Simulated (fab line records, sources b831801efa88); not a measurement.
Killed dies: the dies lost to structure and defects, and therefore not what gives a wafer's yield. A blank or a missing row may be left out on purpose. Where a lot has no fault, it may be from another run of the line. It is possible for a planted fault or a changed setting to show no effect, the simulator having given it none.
Matching of chambers || flow sky130 || rieSi-01 running SKY_POLY_GATE_ETCH_17: 4 sister chambers
The step etches poly-Si in HBr/Cl2, stops on SiO2, target depth 180 nm, time 70.5 s. 14 wafers are shown with their chamber, then 7 later ones without.

WAFERS PAIRED WITH THEIR CHAMBERS
{"wafer": "L383.1", "chamber": 1, "drypumpMotorCurrentA (A)": 5.51, "heBacksideLeakSccm (sccm)": 2.53, "oesProductAu (a.u.)": 0.981}
{"wafer": "L383.4", "chamber": 3, "drypumpMotorCurrentA (A)": 5.34, "heBacksideLeakSccm (sccm)": 2.89, "oesProductAu (a.u.)": 0.984}
{"wafer": "L383.5", "chamber": 2, "drypumpMotorCurrentA (A)": 5.89, "heBacksideLeakSccm (sccm)": 2.97, "oesProductAu (a.u.)": 0.995}
{"wafer": "L384.3", "chamber": 2, "drypumpMotorCurrentA (A)": 5.93, "heBacksideLeakSccm (sccm)": 3.06, "oesProductAu (a.u.)": 0.993}
{"wafer": "L384.4", "chamber": 3, "drypumpMotorCurrentA (A)": 5.34, "heBacksideLeakSccm (sccm)": 2.47, "oesProductAu (a.u.)": 0.997}
{"wafer": "L384.5", "chamber": 1, "drypumpMotorCurrentA (A)": 5.55, "heBacksideLeakSccm (sccm)": 2.67, "oesProductAu (a.u.)": 0.979}
{"wafer": "L389.1", "chamber": 3, "drypumpMotorCurrentA (A)": 5.34, "heBacksideLeakSccm (sccm)": 2.61, "oesProductAu (a.u.)": 0.993}
{"wafer": "L389.2", "chamber": 1, "drypumpMotorCurrentA (A)": 5.52, "heBacksideLeakSccm (sccm)": 2.61, "oesProductAu (a.u.)": 0.992}
{"wafer": "L389.5", "chamber": 1, "drypumpMotorCurrentA (A)": 5.54, "heBacksideLeakSccm (sccm)": 2.70, "oesProductAu (a.u.)": 0.972}
{"wafer": "L390.3", "chamber": 1, "drypumpMotorCurrentA (A)": 5.53, "heBacksideLeakSccm (sccm)": 2.79, "oesProductAu (a.u.)": 0.980}
{"wafer": "L390.4", "chamber": 0, "drypumpMotorCurrentA (A)": 5.70, "heBacksideLeakSccm (sccm)": 2.44, "oesProductAu (a.u.)": 0.989}
{"wafer": "L390.6", "chamber": 2, "drypumpMotorCurrentA (A)": 5.91, "heBacksideLeakSccm (sccm)": 3.01, "oesProductAu (a.u.)": 0.987}
{"wafer": "L391.4", "chamber": 0, "drypumpMotorCurrentA (A)": 5.65, "heBacksideLeakSccm (sccm)": 2.27, "oesProductAu (a.u.)": 0.992}
{"wafer": "L391.5", "chamber": 0, "drypumpMotorCurrentA (A)": 5.65, "heBacksideLeakSccm (sccm)": 2.25, "oesProductAu (a.u.)": 0.989}

SIGNATURES (averages over the wafers above)
{"reading": "drypumpMotorCurrentA", "chamber 0": 5.6667, "chamber 1": 5.5300, "chamber 2": 5.9100, "chamber 3": 5.3400, "scatter within a chamber": 0.0186}
{"reading": "heBacksideLeakSccm", "chamber 0": 2.3200, "chamber 1": 2.6600, "chamber 2": 3.0133, "chamber 3": 2.6567, "scatter within a chamber": 0.125}
{"reading": "oesProductAu", "chamber 0": 0.99000, "chamber 1": 0.98080, "chamber 2": 0.99167, "chamber 3": 0.99133, "scatter within a chamber": 0.0058}
Rule: distance of a wafer from a chamber = root of the sum over the readings of ((wafer's reading minus chamber's mean) / reading's scatter) squared. If the next closest chamber is less than 2 further off than the closest, the wafer can't be placed; otherwise it belongs to the closest. The scatter is the square root of a quotient: the sum, over the shown wafers, of each reading's squared deviation from its chamber's mean, divided by wafers minus chambers.

WAFERS WITH NO CHAMBER GIVEN
{"wafer": "L391.6", "drypumpMotorCurrentA (A)": 5.35, "heBacksideLeakSccm (sccm)": 2.71, "oesProductAu (a.u.)": 0.979}
{"wafer": "L393.3", "drypumpMotorCurrentA (A)": 5.92, "heBacksideLeakSccm (sccm)": 3.01, "oesProductAu (a.u.)": 0.976}
{"wafer": "L393.4", "drypumpMotorCurrentA (A)": 5.37, "heBacksideLeakSccm (sccm)": 2.63, "oesProductAu (a.u.)": 0.978}
{"wafer": "L393.6", "drypumpMotorCurrentA (A)": 5.54, "heBacksideLeakSccm (sccm)": 2.52, "oesProductAu (a.u.)": 0.990}
{"wafer": "L405.2", "drypumpMotorCurrentA (A)": 5.53, "heBacksideLeakSccm (sccm)": 2.84, "oesProductAu (a.u.)": 0.987}
{"wafer": "L405.3", "drypumpMotorCurrentA (A)": 5.65, "heBacksideLeakSccm (sccm)": 2.33, "oesProductAu (a.u.)": 0.997}
{"wafer": "L405.5", "drypumpMotorCurrentA (A)": 5.64, "heBacksideLeakSccm (sccm)": 2.33, "oesProductAu (a.u.)": 0.986}

CHAMBER TAKEN BY EACH
{"wafer": "L391.6", "from the rows above": 3, "in truth": 3}
{"wafer": "L393.3", "from the rows above": 2, "in truth": 2}
{"wafer": "L393.4", "from the rows above": 3, "in truth": 3}
{"wafer": "L393.6", "from the rows above": 1, "in truth": 1}
{"wafer": "L405.2", "from the rows above": 1, "in truth": 1}
{"wafer": "L405.3", "from the rows above": 0, "in truth": 0}
{"wafer": "L405.5", "from the rows above": 0, "in truth": 0}
Placed correctly: 7 of 7. Number that these rows cannot place: 0. Wrongly placed: 0.
